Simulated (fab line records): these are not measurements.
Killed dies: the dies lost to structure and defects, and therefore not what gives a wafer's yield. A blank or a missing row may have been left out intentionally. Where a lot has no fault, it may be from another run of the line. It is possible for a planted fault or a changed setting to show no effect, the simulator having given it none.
Problem report in the 8D (eight disciplines) form, filled by code | flow sky130 | the parts of the form that need people (team, actions taken, sign-off) are left out

== 1. PROBLEM STATEMENT ==
Mean of rf fwd power W at SKY_POLY_GATE_ETCH_17: 332.0 W across 6 wafers in 2 lots; on wafers with no fault it is 396.4 W (standard deviation 1.4). That puts it -46 standard deviations away from the usual mean.
The step: etches poly-Si in HBr/Cl2, stops on SiO2, target depth 180 nm, time 70.5 s.
Seen first at day 21 01:50 on rie si-01, wafer L201.1. Wafers with a number at this step in the record: 18, from 6 lots. The rule behind "out" and "out of limits": a value lying over 4 standard deviations away from the usual mean. Any other wafer with a number is counted as sound.

== 2. WHAT THIS IS AND IS NOT ==
question                    | is                     | is not
which readings at this step | rf fwd power W         | drypump motor current A
which lots                  | L201, L203             | L192, L196, L208, L211
which wafers of those lots  | all that have a number | -
read on which tools         | rie si-01              | rie si-02
when                        | from day 21 01:50      | up to then (6 sound wafers); but 6 sound wafers of L208, L211 came after

== 3. THE SUSPECTS, EACH WITH WHAT RULES IT OUT ==
Counting: a tool stays on the suspect list if, at a process step up to the reading, it processed all lots that are out and no sound lot following the first of them.
- rie diel-04 at SKY_POLY_GATE_ETCH_15 (etches BARC in N2/H2, stops on SiO2, time 118.5 s, target depth 110 nm): ruled out as a lasting fault. Following L201 (day 21 01:40), the first lot on it that is out, the sound lots L211 were run on it.
- rie diel-04 at SKY_POLY_GATE_ETCH_16 (etches Si3N4 in CH3F/O2, stops on poly-Si, time 147.5 s, target depth 75 nm): ruled out as a lasting fault. Following L201 (day 21 01:44), the first lot on it that is out, the sound lots L211 were run on it.
- rie si-01 at SKY_POLY_GATE_ETCH_17 (etches poly-Si in HBr/Cl2, stops on SiO2, target depth 180 nm, time 70.5 s): kept. All lots that are out passed through it, beginning with L201 at day 21 01:50, and no sound lot followed; its final sound lot before that point was L196 at day 19 01:11. Its own rf fwd power W readings are out on those wafers.
After counting, what remains is rie si-01 at SKY_POLY_GATE_ETCH_17.

== 4. THE CAUSE (what the simulator had put in) ==
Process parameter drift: rie si-01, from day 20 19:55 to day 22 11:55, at SKY_POLY_GATE_ETCH_17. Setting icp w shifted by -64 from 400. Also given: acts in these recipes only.
This tool alone remained once counting was done.

== 5. SEQUENCE OF EFFECTS, ordered by route ==
One row per reading whose mean, taken over the struck wafers that have a number, lies over 3 standard deviations from the usual. Scope: only readings with a usual standard deviation given in the record; hours: median across lots of the time from each lot's start at the first step in this table that gives one to its start at this step; sigmas: change in usual standard deviations.
hours | step                  | reading        | usual      | on struck wafers | change | sigmas
0     | SKY_POLY_GATE_ETCH_17 | oes product au | 0.982 a.u. | 0.940            | -0.042 | -5.7
0     | SKY_POLY_GATE_ETCH_17 | rf fwd power W | 396.4 W    | 332.0            | -64.4  | -46
The process steps in it:
- SKY_POLY_GATE_ETCH_17: etches poly-Si in HBr/Cl2, stops on SiO2, target depth 180 nm, time 70.5 s.

== 6. WHAT WOULD HAVE CAUGHT IT SOONER ==
The fault began at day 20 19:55; the first out-of-limits reading in this record came at day 21 01:50, 6 hours later.
